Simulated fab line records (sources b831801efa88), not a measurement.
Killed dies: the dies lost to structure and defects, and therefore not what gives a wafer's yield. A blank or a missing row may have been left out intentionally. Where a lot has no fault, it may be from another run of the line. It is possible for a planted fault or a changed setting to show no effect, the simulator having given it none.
A struck lot beside a sound one | flow gf180mcu | 15 out of 602 route steps
Sound: wafers L817.1, L817.2, L817.5. Struck: wafer L826.3. (L826.6 of the same lot was not struck and is left out.) The cause comes at the end.
Per side, at each step with rows, come the tool, then ch with its chambers, and then its first start. Under that, the readings that differ: sound wafers | struck wafers | difference of the means | sigmas: that difference in standard deviations of wafers without a fault.
alike: same words and numbers on both sides, and readings whose means sit less than 2 such deviations apart. not compared: any withheld reading, any reading some wafer has no value for, any bound like >300 that may hide the same value, and any number with overlapping values for which the record gives no deviation.
The two part at a step that has a row with sigmas, a row that says differs or no value, or rows on one side only. Non-overlapping numbers with no deviation appear without sigmas and do not part them. Lack of a reading on every wafer of one side parts them only where that side has two or more wafers.

GF_V5_STRIP_18: strips in O2/N2.
  sound on plasmaAsher-01 ch 0,1, day 27 23:38; struck on plasmaAsher-03 ch 0, day 30 21:31
  alike: drypumpMotorCurrentA, heaterPowerW, oesProductAu
  not compared: rfHoursCounterH
then, 2 steps without rows for these wafers: GF_V5_STRIP_19 (strips in post etch residue remover, time 1200 s); GF_V5_CLEAN_20 (cleans in DIW).
GF_V5_SPUTTER_21: material Ti, target thk 15 nm, time 80.02 s.
  sound: pvdSputter-03 at day 28 00:10; struck: pvdSputter-01 at day 30 22:03
reading              | sound          | struck | difference | sigmas
throttleValvePct (%) | 30.8 31.4 30.9 | 28.2   | -2.8       | -2
then, 1 step without rows for these wafers: GF_V5_SPUTTER_22 (material TiN, target thk 10 nm, time 40 s).
GF_V5_CVD_23: deposits W, target thk 350 nm, time 104.9 s.
  sound on cvdW-02 ch 0,1, day 28 00:16; struck on cvdW-02 ch 0, day 30 22:11
  alike: heaterPowerW
GF_V5_RS_MEAS_24: a four-point-probe measurement.
  sound: filmMetro-03 at day 28 00:23; struck: filmMetro-03 at day 30 22:18
  alike: V5_W_RS
GF_V5_THK_MEAS_25: measures by xrf.
  sound: filmMetro-03 at day 28 00:31; struck: filmMetro-03 at day 30 22:24
  alike: V5_W_THK
then, 3 steps without rows for these wafers: GF_V5_CMP_26 (polishes, stops on SiO2, t overpolish 15 s, target thk 0 nm); GF_TOP_METAL_SPUTTER_00 (material Ti, target thk 37.5 nm, time 150 s); GF_TOP_METAL_SPUTTER_01 (material TiN, target thk 30 nm, time 25 s).
GF_TOP_METAL_SPUTTER_02: material AlCu, target thk 900 nm, time 47.82 s.
  sound: pvdSputter-02 at day 28 01:00; struck: pvdSputter-04 at day 30 22:52
  alike: throttleValvePct
GF_TOP_METAL_SPUTTER_03: material Ti, target thk 5 nm, time 3.3 s.
  sound: pvdSputter-02 at day 28 01:02; struck: pvdSputter-04 at day 30 22:55
reading                                     | sound             | struck | difference | sigmas
model.Ti_of_TOP_METAL_SPUTTER_03.thkNm (nm) | 4.762 4.844 4.889 | 9.772  | +4.940     | 
  alike: throttleValvePct
GF_TOP_METAL_SPUTTER_04: material TiN, target thk 25 nm, time 20.8 s.
  sound: pvdSputter-02 at day 28 01:04; struck: pvdSputter-04 at day 30 22:56
  alike: throttleValvePct
GF_PASSIVATION_PROBE_99:
  the record has rows for the sound wafers here (prober-02, day 29 18:47) and none for the struck ones

== WHERE THEY PART ==
Last at GF_PASSIVATION_PROBE_99 as far as this record goes, first at GF_V5_SPUTTER_21.

WHY: what the simulator had put in
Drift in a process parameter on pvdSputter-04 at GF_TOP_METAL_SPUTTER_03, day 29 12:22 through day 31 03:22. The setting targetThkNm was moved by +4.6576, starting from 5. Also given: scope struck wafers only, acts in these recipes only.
